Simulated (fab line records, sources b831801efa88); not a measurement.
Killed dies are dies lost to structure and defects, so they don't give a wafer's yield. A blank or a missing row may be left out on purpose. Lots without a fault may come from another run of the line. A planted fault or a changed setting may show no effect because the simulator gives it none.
Which tool did it? | flow sfq_line | 14 lots, 42 wafers sampled, at 3 steps of a route of 325

WHAT THE GAUGES READ, wafer by wafer
SFQ_R5_RS_MEAS_933: measures by four-point-probe.
lot  | measured     | on            | R5_MONX_RS (ohm/sq)
L637 | day 60 10:31 | film_metro-01 | 7.14 7.09 7.10
L639 | day 60 22:34 | film_metro-03 | 6.99 6.98 7.01
L641 | day 61 01:31 | film_metro-03 | 7.03 7.09 7.05
L643 | day 65 13:25 | film_metro-01 | 7.05 7.01 6.96
L646 | day 66 05:04 | film_metro-03 | 6.95 7.05 7.05
L647 | day 66 08:01 | film_metro-03 | 7.07 6.94 7.08
L648 | day 66 11:11 | film_metro-03 | 7.00 6.98 7.10
L650 | day 66 17:08 | film_metro-01 | 6.97 7.05 7.02
L653 | day 67 09:07 | film_metro-03 | 7.15 7.05 7.11
L654 | day 67 11:31 | film_metro-03 | 7.06 7.06 6.99
L655 | day 69 07:55 | film_metro-03 | 7.00 7.02 7.07
L658 | day 71 03:07 | film_metro-01 | 7.07 7.13 7.13
L659 | day 71 05:16 | film_metro-04 | 7.10 7.06 7.09
L660 | day 75 14:58 | film_metro-04 | 7.03 7.01 7.00

SFQ_I5_OVL_MEAS_936.
lot  | measured     | on         | I5_OVL (nm)
L637 | day 65 13:14 | overlay-02 | 2 2 5
L639 | day 66 01:56 | overlay-01 | -4 0 -4
L641 | day 66 06:43 | overlay-01 | -3 -1 -3
L643 | day 71 12:10 | overlay-01 | 2 2 -2
L646 | day 71 15:47 | overlay-02 | -2 1 3
L647 | day 71 16:58 | overlay-02 | 0 -1 -1
L648 | day 71 19:23 | overlay-01 | -2 -1 -4
L650 | day 72 00:10 | overlay-02 | 2 2 4
L653 | day 72 12:10 | overlay-01 | 3 2 6
L654 | day 72 15:46 | overlay-01 | 4 6 7
L655 | day 74 00:40 | overlay-01 | 7 6 9
L658 | day 76 10:16 | overlay-02 | 0 3 4
L659 | day 76 11:28 | overlay-01 | -2 -1 0
L660 | day 80 06:40 | overlay-02 | 0 6 0

WHICH TOOL RAN EACH LOT (tool, then ch and the chambers of the sampled wafers, then the start)
lot  | SFQ_TRILAYER_A5B_METRO_MEASURE_131
L637 | film_metro-04, day 60 09:14
L639 | film_metro-02, day 60 21:38
L641 | film_metro-02, day 61 00:14
L643 | film_metro-02, day 65 12:07
L646 | film_metro-02, day 66 04:07
L647 | film_metro-04, day 66 06:43
L648 | film_metro-04, day 66 10:15
L650 | film_metro-04, day 66 15:51
L653 | film_metro-02, day 67 08:00
L654 | film_metro-02, day 67 10:13
L655 | film_metro-04, day 69 06:48
L658 | film_metro-04, day 71 02:00
L659 | film_metro-03, day 71 03:59
L660 | film_metro-02, day 75 13:40
- SFQ_TRILAYER_A5B_METRO_MEASURE_131

WHAT THE TOOLS THEMSELVES READ (means of the sampled wafers that have a number; where no wafer has one, the mark that the record gives instead)
SFQ_TRILAYER_A5B_METRO_MEASURE_131.
lot  | tool          | thk_nm (nm)
L637 | film_metro-04 | 334
L639 | film_metro-02 | 344
L641 | film_metro-02 | 339
L643 | film_metro-02 | 341
L646 | film_metro-02 | 346
L647 | film_metro-04 | 348
L648 | film_metro-04 | 335
L650 | film_metro-04 | 340
L653 | film_metro-02 | 339
L654 | film_metro-02 | 346
L655 | film_metro-04 | 348
L658 | film_metro-04 | 343
L659 | film_metro-03 | 346
L660 | film_metro-02 | 352

THE ANSWER, worked out from the rows above alone
Rule: what is usual is taken from the lots themselves. Put in order of their means at a reading, lots are off if they are a third of the lots or fewer, leave a main group of 4 or more, and stand apart from it by a gap of 3 or more times the standard deviation of the main group's means; of several such gaps the widest counts. A main group whose means are all the same, to the digits that the tables above print for the reading, isn't used. A lot without any number at a reading at which 4 lots or more have one is off too. The other lots that the step has rows for count as sound. The gauges are gone through in route order, then the tools' own readings, and for those a lot's mean is taken as printed above. The first step at which some lot is off is used, and at that step the reading that is off furthest; a lot without a number counts as furthest.
No lot is off at any reading shown: from this, nothing can be told.

WHAT THE SIMULATOR HAD PUT IN
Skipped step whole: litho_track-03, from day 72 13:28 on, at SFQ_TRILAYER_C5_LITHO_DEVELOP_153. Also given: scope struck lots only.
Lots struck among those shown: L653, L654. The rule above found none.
